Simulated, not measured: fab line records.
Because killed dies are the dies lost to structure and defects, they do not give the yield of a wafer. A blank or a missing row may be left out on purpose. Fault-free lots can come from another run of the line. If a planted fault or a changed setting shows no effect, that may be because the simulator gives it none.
Chamber matching / flow sky130 / cmp-01 running SKY_VIA2_CMP_24: 4 sister chambers
The step polishes, stops on SiO2, t overpolish 20 s, target thk 0 nm. 4 wafers are shown with their chamber, then 12 later ones without.

EACH WAFER AND ITS CHAMBER
wafer=L086.2; chamber=3; motorCurrentA (A)=10.7
wafer=L089.1; chamber=1; motorCurrentA (A)=11.0
wafer=L089.2; chamber=2; motorCurrentA (A)=10.5
wafer=L089.4; chamber=0; motorCurrentA (A)=10.7

WAFERS WITHOUT THEIR CHAMBER
wafer=L090.2; motorCurrentA (A)=10.4
wafer=L090.4; motorCurrentA (A)=11.7
wafer=L090.6; motorCurrentA (A)=10.8
wafer=L092.2; motorCurrentA (A)=11.0
wafer=L092.4; motorCurrentA (A)=12.0
wafer=L092.5; motorCurrentA (A)=10.6
wafer=L095.1; motorCurrentA (A)=11.1
wafer=L095.3; motorCurrentA (A)=10.0
wafer=L095.5; motorCurrentA (A)=10.6
wafer=L096.1; motorCurrentA (A)=10.2
wafer=L096.3; motorCurrentA (A)=10.3
wafer=L096.5; motorCurrentA (A)=10.3

WHICH CHAMBER EACH WENT THROUGH
wafer=L090.2; from the rows above=can't be placed: 2 or 0 or 3 or 1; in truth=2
wafer=L090.4; from the rows above=can't be placed: 1 or 0 or 3 or 2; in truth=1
wafer=L090.6; from the rows above=can't be placed: 0 or 3 or 1 or 2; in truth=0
wafer=L092.2; from the rows above=can't be placed: 1 or 0 or 3 or 2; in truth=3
wafer=L092.4; from the rows above=can't be placed: 1 or 0 or 3 or 2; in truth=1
wafer=L092.5; from the rows above=can't be placed: 0 or 2 or 3 or 1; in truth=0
wafer=L095.1; from the rows above=can't be placed: 1 or 0 or 3 or 2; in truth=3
wafer=L095.3; from the rows above=can't be placed: 2 or 0 or 3 or 1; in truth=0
wafer=L095.5; from the rows above=can't be placed: 0 or 2 or 3 or 1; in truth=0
wafer=L096.1; from the rows above=can't be placed: 2 or 0 or 3 or 1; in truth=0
wafer=L096.3; from the rows above=can't be placed: 2 or 0 or 3 or 1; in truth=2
wafer=L096.5; from the rows above=can't be placed: 2 or 0 or 3 or 1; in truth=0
Correct placement for 0 of the 12. These rows do not allow placing 12 (true chamber among the candidates in 12). 0 placed wrongly.
How it was worked out, from the rows above alone: a wafer's distance from a chamber is the root of the sum, over the readings, of the square of ((its reading less the chamber's mean) divided by the reading's scatter). The wafer belongs to the nearest chamber; if the next one is less than 2 further off, it can't be placed. Each chamber's mean is taken over the wafers shown for it. The scatter: with one shown wafer a chamber, the root of the mean of the squares of how far each hidden wafer lies from its nearest shown one.
